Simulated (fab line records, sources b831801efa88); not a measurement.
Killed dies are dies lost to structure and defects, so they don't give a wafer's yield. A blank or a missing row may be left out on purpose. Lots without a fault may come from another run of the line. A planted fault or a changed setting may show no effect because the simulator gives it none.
Chamber matching | flow sky130 | SKY_VIA4_CMP_21 on cmp-02: 4 sister chambers
The step polishes, stops on SiO2, t overpolish 25 s, target thk 0 nm. 4 wafers are shown with their chamber, then 9 later ones without.

WAFERS WITH THEIR CHAMBER
wafer  | chamber | motor_current_A (A)
L844.2 | 2       | 10.8
L845.5 | 0       | 10.3
L845.6 | 1       | 10.6
L846.5 | 3       | 12.4

WAFERS WITHOUT THEIR CHAMBER
wafer  | motor_current_A (A)
L846.6 | 10.6
L848.1 | 10.5
L848.3 | 12.3
L849.1 | 10.0
L849.3 | 10.7
L849.5 | 10.1
L856.4 | 11.8
L856.5 | 10.5
L856.6 | 10.6

WHICH CHAMBER EACH WENT THROUGH
wafer  | from the rows above          | in truth
L846.6 | can't be placed: 1 or 2 or 0 | 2
L848.1 | can't be placed: 1 or 0 or 2 | 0
L848.3 | 3                            | 3
L849.1 | can't be placed: 0 or 1      | 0
L849.3 | can't be placed: 1 or 2 or 0 | 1
L849.5 | can't be placed: 0 or 1      | 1
L856.4 | can't be placed: 3 or 2      | 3
L856.5 | can't be placed: 1 or 0 or 2 | 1
L856.6 | can't be placed: 1 or 2 or 0 | 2
Placed correctly: 1 of 9. Can't be placed from these rows: 8 (the true chamber is among the candidates in 8). Placed wrongly: 0.
How it was worked out, from the rows above alone: a wafer's distance from a chamber is the root of the sum, over the readings, of the square of ((its reading less the chamber's mean) divided by the reading's scatter). The wafer belongs to the nearest chamber; if the next one is less than 2 further off, it can't be placed. A chamber's mean is the mean of its shown wafers. The scatter: with one shown wafer a chamber, the root of the mean of the squares of how far each hidden wafer lies from its nearest shown one.
